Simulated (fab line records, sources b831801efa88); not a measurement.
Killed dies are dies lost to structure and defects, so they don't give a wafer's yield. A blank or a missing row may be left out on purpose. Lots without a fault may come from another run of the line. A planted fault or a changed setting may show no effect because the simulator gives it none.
Problem report in the 8D (eight disciplines) form, filled by code | flow gf180mcu | the parts of the form that need people (team, actions taken, sign-off) are left out

1. THE PROBLEM
STI_CVD_03_THK at GF_STI_THK_MEAS_04 reads a mean of 218.4 nm on 6 wafers of 2 lots; wafers without a fault read 208.2 nm with a standard deviation of 1.7. That is +6.0 standard deviations from the usual mean.
First seen on wafer L770.2, day 4 01:34, on film_metro-03. The record holds 33 wafers of 11 lots with a number at this step. Rule for "out", or "out of limits": more than 4 standard deviations from the usual mean. The other wafers with a number count as sound.

2. WHAT IT IS AND WHAT IT IS NOT
question                    | is                           | is not
which readings at this step | STI_CVD_03_THK               | -
which lots                  | L770, L772                   | L758, L759, L760, L762, L763, L768, L771, L776, L779
which wafers of those lots  | all that have a number       | -
read on which gauges        | film_metro-03, film_metro-04 | film_metro-02
when                        | from day 4 01:34             | up to then (18 sound wafers); but 9 sound wafers of L771, L776, L779 came after

3. SUSPECTS, AND WHAT RULES EACH OUT
Counting: a tool at a process step up to the reading stays a suspect if it ran every lot that is out and no sound lot after the first of them.
- the gauge at GF_STI_THK_MEAS_04: ruled out. The wafers that are out were read on 2 gauges (film_metro-03, film_metro-04).
- lpcvd-01 at GF_STI_CVD_03 (deposits Si3N4 from DCS/NH3, target thk 207.16 nm, time 3551 s): kept. It ran every lot that is out, first L770 (day 3 23:34), and no sound lot after that; its last sound lot up to then is L768 (day 3 13:44). Its own readings are out on those wafers: pressure_mtorr.
Left after counting: lpcvd-01 at GF_STI_CVD_03.

4. THE CAUSE (what the simulator had put in)
Process parameter drift: lpcvd-01, from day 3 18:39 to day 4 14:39, at GF_STI_CVD_03. Setting pressure_mtorr, moved by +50, from 250. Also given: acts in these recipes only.
Counting left only this tool.

5. THE CHAIN OF EFFECTS, in route order
Each row: a reading whose mean over the struck wafers that have a number lies more than 3 standard deviations from the usual. Only readings for which the record gives a usual standard deviation are gone through. hours: the time from each lot's start at the first step in this table that gives one to its start at this step, as a median over the lots. sigmas: the change in usual standard deviations.
hours | step               | reading        | usual       | on struck wafers | change | sigmas
0     | GF_STI_CVD_03      | pressure_mtorr | 250.0 mTorr | 300.4            | +50.4  | +93
2     | GF_STI_THK_MEAS_04 | STI_CVD_03_THK | 208.2 nm    | 218.4            | +10.2  | +6.0
16    | GF_STI_ETCH_13     | oes_product_au | 0.834 a.u.  | 0.859            | +0.025 | +4.4
The process steps in it:
- GF_STI_CVD_03: deposits Si3N4 from DCS/NH3, target thk 207.16 nm, time 3551 s.
- GF_STI_ETCH_13: etches the open film in CHF3/O2, stops on Si, target depth 282.31 nm, time 112.9 s.
Later measuring or inspecting steps at which every struck wafer that the step has a row for has a number for every such reading, and none has moved that far: GF_STI_CD_MEAS_12, GF_STI_THK_MEAS_24.

6. WHAT WOULD HAVE CAUGHT IT SOONER
In this record the first reading out of limits at a measuring or inspecting step was taken at day 4 01:34, 7 hours after the fault began at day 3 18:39.
The tool's own readings at GF_STI_CVD_03 were out on every struck wafer that the step has a row for (pressure_mtorr): an alarm limit on them would have fired on the first of those.
Of the lots that are out (2), L772 began GF_STI_CVD_03 on lpcvd-01 after day 4 01:34. A hold on the tool at that time would have spared it.
